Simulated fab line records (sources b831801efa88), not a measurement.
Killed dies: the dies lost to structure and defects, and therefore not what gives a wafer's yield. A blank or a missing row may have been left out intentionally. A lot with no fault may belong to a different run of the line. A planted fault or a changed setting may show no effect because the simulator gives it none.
What tool caused it? -- flow sky130 -- 12 lots, 36 wafers sampled, at 1 step of a route of 708

WHAT THE GAUGES SHOWED, per wafer
SKY_CONTACT_BOW_MEAS_05.
lot,measured,on,CONTACT_BOW (um)
L075,day 30 20:19,film-metro-02,76 73 83
L077,day 31 17:24,film-metro-04,66 79 77
L078,day 31 22:15,film-metro-02,68 82 79
L080,day 32 16:11,film-metro-03,85 85 81
L083,day 33 07:20,film-metro-02,79 73 82
L085,day 34 02:54,film-metro-02,88 79 88
L087,day 34 15:19,film-metro-03,81 78 81
L089,day 35 07:34,film-metro-03,78 71 82
L091,day 36 01:38,film-metro-04,75 88 72
L093,day 36 15:01,film-metro-04,89 87 84
L095,day 37 05:52,film-metro-02,73 84 86
L097,day 37 12:02,film-metro-02,89 94 79

WHAT TOOL EACH LOT RAN ON (gives the tool, then ch and the chambers of the sampled wafers, and finally the start)
The record holds no process step before these readings.

THE ANSWER, worked out from the rows above alone
Rule: usual is defined by the lots themselves. The widest of any qualifying gaps counts: lots, ordered by their means at a reading, are off when they make up no more than a third of the lots, leave a main group of 4 or more, and stand apart from it by 3 or more times the standard deviation of that group's means. A main group whose means are all the same, to the digits that the tables above print for the reading, isn't used. Also off: a lot with no number at a reading for which 4 or more lots have one. Where the step has rows for the other lots, those lots are counted as sound.
Nothing can be told from this: no lot is off at any reading shown.

WHAT THE SIMULATOR PUT IN
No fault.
